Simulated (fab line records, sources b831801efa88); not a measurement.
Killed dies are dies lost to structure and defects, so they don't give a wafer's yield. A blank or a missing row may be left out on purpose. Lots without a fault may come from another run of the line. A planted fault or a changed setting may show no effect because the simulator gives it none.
Chamber matching | flow gf180mcu | GF_V4_CVD_02 on pecvd-04: 3 sister chambers
The step deposits SiO2 from TEOS, target thk 850 nm, time 94.851 s. 14 wafers are shown with their chamber, then 7 later ones without.

WAFERS WITH THEIR CHAMBER
wafer  | chamber | heater_power_w (W)
L432.2 | 2       | 794
L432.3 | 0       | 587
L432.4 | 1       | 626
L436.2 | 2       | 848
L436.4 | 2       | 892
L438.1 | 2       | 862
L438.6 | 1       | 636
L439.1 | 2       | 738
L439.6 | 1       | 668
L447.3 | 1       | 653
L447.5 | 1       | 523
L447.6 | 2       | 717
L449.1 | 0       | 609
L449.2 | 1       | 635

SIGNATURES (means of the wafers above)
reading        | chamber 0 | chamber 1 | chamber 2 | scatter within a chamber
heater_power_w | 598.00    | 623.50    | 808.50    | 59.1
Rule: a wafer's distance from a chamber is the root of the sum, over the readings, of the square of ((its reading less the chamber's mean) divided by the reading's scatter). The wafer belongs to the nearest chamber; if the next one is less than 2 further off, it can't be placed. The scatter: the root of (the sum of the squares of (reading less its chamber's mean) over the shown wafers, divided by (wafers less chambers)).

WAFERS WITHOUT THEIR CHAMBER
wafer  | heater_power_w (W)
L449.4 | 630
L451.2 | 641
L451.5 | 506
L451.6 | 880
L453.1 | 845
L453.2 | 621
L453.3 | 626

WHICH CHAMBER EACH WENT THROUGH
wafer  | from the rows above     | in truth
L449.4 | can't be placed: 1 or 0 | 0
L451.2 | can't be placed: 1 or 0 | 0
L451.5 | can't be placed: 0 or 1 | 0
L451.6 | 2                       | 2
L453.1 | 2                       | 2
L453.2 | can't be placed: 1 or 0 | 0
L453.3 | can't be placed: 1 or 0 | 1
Placed correctly: 2 of 7. Can't be placed from these rows: 5 (the true chamber is among the candidates in 5). Placed wrongly: 0.
